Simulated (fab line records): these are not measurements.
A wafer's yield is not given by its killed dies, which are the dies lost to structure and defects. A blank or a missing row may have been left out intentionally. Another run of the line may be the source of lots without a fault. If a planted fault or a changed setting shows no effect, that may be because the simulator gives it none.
Which tool is to blame? | flow gf180mcu | 6 lots with 18 wafers sampled at 2 steps, on a route of 602 steps

== WHAT EACH GAUGE READ, for each wafer ==
GF_PSD_RS_MEAS_14: uses a four-point probe to measure.
lot  | measured     | on            | NSD_RS (ohm/sq)
L830 | day 14 14:06 | film metro-04 | 45.65 45.76 45.78
L832 | day 15 08:23 | film metro-04 | 45.68 45.69 45.80
L834 | day 16 03:50 | film metro-04 | 45.71 45.72 45.78
L836 | day 16 20:49 | film metro-02 | 45.78 45.84 45.84
L841 | day 18 14:58 | film metro-01 | 45.67 45.84 45.66
L847 | day 20 16:26 | film metro-01 | 39.59 39.52 39.53

== TOOL THAT RAN EACH LOT (tool first, then ch and the chambers of the sampled wafers, then the start) ==
lot  | GF_PSD_RTA_13
L830 | rtp anneal-02 ch 0, day 14 14:01
L832 | rtp anneal-02 ch 0, day 15 08:18
L834 | rtp anneal-01 ch 0, day 16 03:44
L836 | rtp anneal-01 ch 0, day 16 20:44
L841 | rtp anneal-01 ch 0, day 18 14:53
L847 | rtp anneal-02 ch 0, day 20 16:21
- GF_PSD_RTA_13: time 20 s.

== THE ANSWER, worked out from the rows above alone ==
Rule: the lots themselves supply what counts as usual. Put in order of their means at a reading, lots are off if they are a third of the lots or fewer, leave a main group of 4 or more, and stand apart from it by a gap of 3 or more times the standard deviation of the main group's means; of several such gaps the widest counts. A main group is skipped when, at the precision printed for the reading in the tables above, its means are all equal. A lot without any number at a reading at which 4 lots or more have one is off too. The other lots that the step has rows for count as sound.
Off: at GF_PSD_RS_MEAS_14 (NSD_RS), L847. The main group: mean 45.75 ohm/sq, standard deviation 0.037.
If a tool, at a process step before that reading, ran all the lots that are off and no sound lot after the first of them, it fits. Gauges at GF_PSD_RS_MEAS_14: tried the same way as those tools. 2 tools fit, rtp anneal-02 at GF_PSD_RTA_13 and film metro-01 at GF_PSD_RS_MEAS_14, so this cannot tell which one it is.

== WHAT WAS PUT IN BY THE SIMULATOR ==
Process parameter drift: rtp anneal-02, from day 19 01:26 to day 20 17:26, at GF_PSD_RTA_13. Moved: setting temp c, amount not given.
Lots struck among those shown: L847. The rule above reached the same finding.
